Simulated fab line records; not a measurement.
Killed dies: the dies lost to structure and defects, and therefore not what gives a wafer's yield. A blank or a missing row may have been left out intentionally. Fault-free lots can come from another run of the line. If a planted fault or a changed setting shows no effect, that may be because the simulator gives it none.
Commonality check across tools :: flow gf180mcu :: 13 lots and 39 wafers in the sample

REASON FOR OPENING
1 of 13 lots carry a flag on the reading MVPSD_TW at GF_MVPSD_TW_MEAS_11. Wafers without a fault read 555, standard deviation 8.3.
Rule: a lot gets a flag if all its wafers with a number sit over 4 standard deviations from that mean, or if no wafer of it has a number. As for the other lots, they are considered sound.

lot: L428
measured: day 5 06:56
on: film metro-04
MVPSD_TW, wafer by wafer: 540 540 542
flag: 

lot: L429
measured: day 5 13:10
on: film metro-01
MVPSD_TW, wafer by wafer: 562 564 563
flag: 

lot: L430
measured: day 5 20:15
on: film metro-02
MVPSD_TW, wafer by wafer: 558 559 558
flag: 

lot: L431
measured: day 6 01:05
on: film metro-04
MVPSD_TW, wafer by wafer: 548 544 547
flag: 

lot: L432
measured: day 6 06:49
on: film metro-04
MVPSD_TW, wafer by wafer: 547 548 548
flag: 

lot: L435
measured: day 7 01:31
on: film metro-01
MVPSD_TW, wafer by wafer: 560 559 561
flag: 

lot: L436
measured: day 7 06:20
on: film metro-04
MVPSD_TW, wafer by wafer: 545 549 546
flag: 

lot: L437
measured: day 7 13:56
on: film metro-02
MVPSD_TW, wafer by wafer: 555 561 554
flag: 

lot: L439
measured: day 8 01:46
on: film metro-02
MVPSD_TW, wafer by wafer: 556 561 560
flag: 

lot: L440
measured: day 8 10:34
on: film metro-02
MVPSD_TW, wafer by wafer: 30 30 30
flag: FLAGGED

lot: L441
measured: day 8 13:18
on: film metro-04
MVPSD_TW, wafer by wafer: 545 547 546
flag: 

lot: L447
measured: day 10 00:13
on: film metro-02
MVPSD_TW, wafer by wafer: 559 557 558
flag: 

lot: L450
measured: day 10 20:50
on: film metro-04
MVPSD_TW, wafer by wafer: 539 543 539
flag: 
Average over the flagged lots: 30; offset from the usual -525, equal to -63 standard deviations.

LOT BY LOT: THE TOOL USED
The record holds 1 process step before the reading, out of a route of 602 steps. Cell contents, in order: the tool; ch with the chambers the sampled wafers went through; the start.
lot: L428
flag: 
GF_MVPSD_EXPOSE_04: iline stepper-02 ch 0, day 4 23:47

lot: L429
flag: 
GF_MVPSD_EXPOSE_04: iline stepper-01 ch 0, day 5 05:39

lot: L430
flag: 
GF_MVPSD_EXPOSE_04: iline stepper-02 ch 0, day 5 12:32

lot: L431
flag: 
GF_MVPSD_EXPOSE_04: iline stepper-01 ch 0, day 5 17:11

lot: L432
flag: 
GF_MVPSD_EXPOSE_04: iline stepper-02 ch 0, day 5 23:12

lot: L435
flag: 
GF_MVPSD_EXPOSE_04: iline stepper-01 ch 0, day 6 18:02

lot: L436
flag: 
GF_MVPSD_EXPOSE_04: iline stepper-01 ch 0, day 6 22:10

lot: L437
flag: 
GF_MVPSD_EXPOSE_04: iline stepper-02 ch 0, day 7 05:28

lot: L439
flag: 
GF_MVPSD_EXPOSE_04: iline stepper-02 ch 0, day 7 18:02

lot: L440
flag: FLAGGED
GF_MVPSD_EXPOSE_04: iline stepper-01 ch 0, day 8 02:13

lot: L441
flag: 
GF_MVPSD_EXPOSE_04: iline stepper-02 ch 0, day 8 05:18

lot: L447
flag: 
GF_MVPSD_EXPOSE_04: iline stepper-01 ch 0, day 9 15:01

lot: L450
flag: 
GF_MVPSD_EXPOSE_04: iline stepper-01 ch 0, day 10 11:40
What these steps do:
- GF_MVPSD_EXPOSE_04: exposes mask MVPSD, target cd 1000 nm.
- GF_MVPSD_TW_MEAS_11

FLAGGED AGAINST TOTAL, ONE TOOL AT A TIME (gauges that did the reading follow at the end)
step: GF_MVPSD_EXPOSE_04
tool: iline stepper-01
lots run: 7
flagged: 1
share of the flagged lots: all
sound lots run after its first flagged lot: 2 (L447,L450)

step: GF_MVPSD_EXPOSE_04
tool: iline stepper-02
lots run: 6
flagged: 0
share of the flagged lots: none
sound lots run after its first flagged lot: -

step: GF_MVPSD_TW_MEAS_11
tool: film metro-01
lots run: 2
flagged: 0
share of the flagged lots: none
sound lots run after its first flagged lot: -

step: GF_MVPSD_TW_MEAS_11
tool: film metro-02
lots run: 5
flagged: 1
share of the flagged lots: all
sound lots run after its first flagged lot: 1 (L447)

step: GF_MVPSD_TW_MEAS_11
tool: film metro-04
lots run: 6
flagged: 0
share of the flagged lots: none
sound lots run after its first flagged lot: -

WHAT THE TABLE ALLOWS
In 2 table rows, all flagged lots were run: iline stepper-01 (GF_MVPSD_EXPOSE_04), film metro-02 (GF_MVPSD_TW_MEAS_11).
- iline stepper-01 at GF_MVPSD_EXPOSE_04: 1 of its 7 lots flagged. Sound lots followed the first flagged one (L447, L450) on it, something a lasting fault affecting the whole tool could not allow.
- film metro-02 at GF_MVPSD_TW_MEAS_11: 1 of its 5 lots flagged. Sound lots followed the first flagged one (L447) on it, something a lasting fault affecting the whole tool could not allow.
Every row of the table either missed a flagged lot or ran a sound lot after the first.

WHAT THE SIMULATOR HAD PUT IN
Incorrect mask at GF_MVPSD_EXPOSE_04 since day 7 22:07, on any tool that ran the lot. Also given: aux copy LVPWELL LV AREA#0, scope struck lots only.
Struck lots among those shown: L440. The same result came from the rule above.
